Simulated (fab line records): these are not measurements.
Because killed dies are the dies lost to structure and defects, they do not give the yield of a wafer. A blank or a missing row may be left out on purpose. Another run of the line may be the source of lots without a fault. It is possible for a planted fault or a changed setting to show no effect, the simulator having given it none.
A single fault, viewed from 2 desks :: flow sky130 :: what lay behind the numbers comes last; until then each desk has only its own

== THE TOOL OWNER'S DESK: rie diel-01 ==
The tool's own readings at SKY_SONOS_ONO_ETCH_15 (etches the open film in CHF3/O2, target depth 19.52 nm, time 7.8 s): means of the sampled wafers that have a number, for each lot that ran on this tool. Any lot whose mean is over 4 standard deviations away from the usual mean is out of limits and marked OUT; that distance is given in the brackets.
Columns: A = chf3 flow sccm at SKY_SONOS_ONO_ETCH_15, usual 50.01 sccm; B = drypump motor current A at SKY_SONOS_ONO_ETCH_15, usual 5.7 A; C = oes product au at SKY_SONOS_ONO_ETCH_15, usual 0.997 a.u.; D = throttle valve pct at SKY_SONOS_ONO_ETCH_15, usual 8.824 %
lot: L296
first seen here: day 14 21:32
A: 50.05
B: 5.8
C: 0.989
D: 8.821

lot: L307
first seen here: day 19 00:38
A: 50.12
B: 5.5
C: 0.918 (-7.2) OUT
D: 8.803
This desk finds L307 out of limits, L307 being first, at day 19 00:38 (oes product au at SKY_SONOS_ONO_ETCH_15). L296 stayed within limits.

== AT THE METROLOGY DESK ==
Lot by lot, what the gauges showed, no matter which tool ran the lot: averages of those sampled wafers that carry a number. Any lot whose mean is over 4 standard deviations away from the usual mean is out of limits and marked OUT; that distance is given in the brackets.
Columns: A = SONOS_ONO_CVD_02_THK at SKY_SONOS_ONO_THK_MEAS_03, usual 10.49 nm; B = SONOS_ONO_CVD_04_THK at SKY_SONOS_ONO_THK_MEAS_05, usual 5.76 nm; C = cd nm at SKY_SONOS_ONO_CD_MEAS_13, usual 408.9 nm; D = SONOS_ONO_OVL at SKY_SONOS_ONO_OVL_MEAS_14, usual -0.9 nm
lot: L296
first seen here: day 13 18:28
A: 10.49
B: 5.73
C: 405.9
D: 0.1

lot: L298
first seen here: day 14 06:08
A: 10.30
B: 5.80
C: 409.8
D: -0.1

lot: L307
first seen here: day 17 17:47
A: 10.34
B: 5.60
C: 412.4
D: 2.0

lot: L309
first seen here: day 17 23:11
A: 10.58
B: 5.69
C: 410.7
D: -1.1

lot: L310
first seen here: day 19 05:26
A: 10.30
B: 5.81
C: 407.6
D: 0.8
Finding of this desk: none of the 5 lots has anything out of limits.

== BROUGHT TOGETHER ==
The tool owner's desk could have raised an alarm at day 19 00:38, on L307.
At the metrology desk, nothing out of limits was observed.
The metrology desk has L307 on record, within its limits.
All the named lots went through SKY_SONOS_ONO_ETCH_15 on rie diel-01.

== WHAT THE SIMULATOR HAD PUT IN ==
rie diel-01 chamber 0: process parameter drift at SKY_SONOS_ONO_ETCH_15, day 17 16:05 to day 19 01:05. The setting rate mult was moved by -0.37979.
Lots struck among those shown: L307.
Each desk's first reading out of limits, in hours after the fault started: the tool owner's desk, 33.
